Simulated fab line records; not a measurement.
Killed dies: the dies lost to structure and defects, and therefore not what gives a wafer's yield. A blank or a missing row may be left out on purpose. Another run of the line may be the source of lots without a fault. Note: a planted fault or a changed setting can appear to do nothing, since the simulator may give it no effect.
Code-filled problem report in 8D (eight disciplines) form || flow sky130 || the parts of the form that need people (team, actions taken, sign-off) are left out

== 1. WHAT WENT WRONG ==
Mean VT_ADJUST_LVTN_TW at SKY_VT_ADJUST_LVTN_TW_MEAS_10: 258.2 over 9 wafers in 3 lots; fault-free wafers: 240.3, standard deviation 2. Measured from the usual mean, that is +9.0 standard deviations.
First seen on wafer L306.1, day 8 09:35, on film-metro-02. The record holds 36 wafers of 12 lots with a number at this step. Rule for "out" (also "out of limits"): further than 4 standard deviations from the usual mean. The rest of the wafers with a number are treated as sound.

== 2. WHAT IT IS, AND WHAT IT ISN'T ==
{"question": "which readings at this step", "is": "VT_ADJUST_LVTN_TW", "is not": "-"}
{"question": "which lots", "is": "L306, L307, L311", "is not": "L300, L301, L303, L304, L312, L317, L319, L320, L323"}
{"question": "which wafers of those lots", "is": "all that have a number", "is not": "-"}
{"question": "read on which gauges", "is": "film-metro-02, film-metro-04", "is not": "film-metro-03"}
{"question": "when", "is": "from day 8 09:35", "is not": "up to then (12 sound wafers); but 15 sound wafers of L312, L317, L319, L320, L323 came after"}

== 3. SUSPECTS, AND WHAT RULES EACH OUT ==
Counting: a tool stays on the suspect list if, at a process step up to the reading, it processed all lots that are out and no sound lot following the first of them.
- ruled out: the gauge at SKY_VT_ADJUST_LVTN_TW_MEAS_10. The wafers that are out were read on 2 gauges (film-metro-02, film-metro-04).
- implanter-03 at SKY_VT_ADJUST_LVTN_IMPLANT_08: ruled out as a lasting fault. Following L306 (day 8 09:20), the first lot on it that is out, the sound lots L317, L320, L323 were run on it.
Left after counting: nothing in the record.

== 4. THE CAUSE (what the simulator had put in) ==
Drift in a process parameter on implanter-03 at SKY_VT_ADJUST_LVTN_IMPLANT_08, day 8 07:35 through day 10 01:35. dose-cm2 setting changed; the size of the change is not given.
Counting ruled it out, wrongly: the rule takes a fault to strike every lot that its tool runs from its start on, and this one did not.

== 5. THE CHAIN OF EFFECTS, in route order ==
One row per reading whose mean, taken over the struck wafers that have a number, lies over 3 standard deviations from the usual. Only readings whose record carries a usual standard deviation are examined. hours: median over the lots of the time between each lot's start at the first step of this table that gives one and its start at this step. sigmas: the change, counted in usual standard deviations.
{"hours": 0, "step": "SKY_VT_ADJUST_LVTN_IMPLANT_08", "reading": "dose-ions-cm2", "usual": 1.5698e+12, "on struck wafers": 1.9726e+12, "change": "+4.0278e+11", "sigmas": "+99 or more"}
{"hours": 0, "step": "SKY_VT_ADJUST_LVTN_IMPLANT_08", "reading": "faraday-current-uA", "usual": 8.84, "on struck wafers": 11.16, "change": "+2.32", "sigmas": "+13"}
{"hours": 0, "step": "SKY_VT_ADJUST_LVTN_TW_MEAS_10", "reading": "VT_ADJUST_LVTN_TW", "usual": 240.3, "on struck wafers": 258.2, "change": "+17.9", "sigmas": "+9.0"}
Process steps it contains:
- SKY_VT_ADJUST_LVTN_IMPLANT_08
Later steps that measure or inspect, where all struck wafers having a row at the step show a number for every such reading and not one has moved that far: SKY_VT_ADJUST_HVTR_OVL_MEAS_08.

== 6. WHAT WOULD HAVE CAUGHT IT SOONER ==
Counted from the fault's start at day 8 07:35, it took 2 hours until the first out-of-limits reading at a measuring or inspecting step in this record, taken at day 8 09:35.
The tool's own readings at SKY_VT_ADJUST_LVTN_IMPLANT_08 were out on every struck wafer that the step has a row for (dose-ions-cm2, faraday-current-uA): an alarm limit on them would have fired on the first of those.
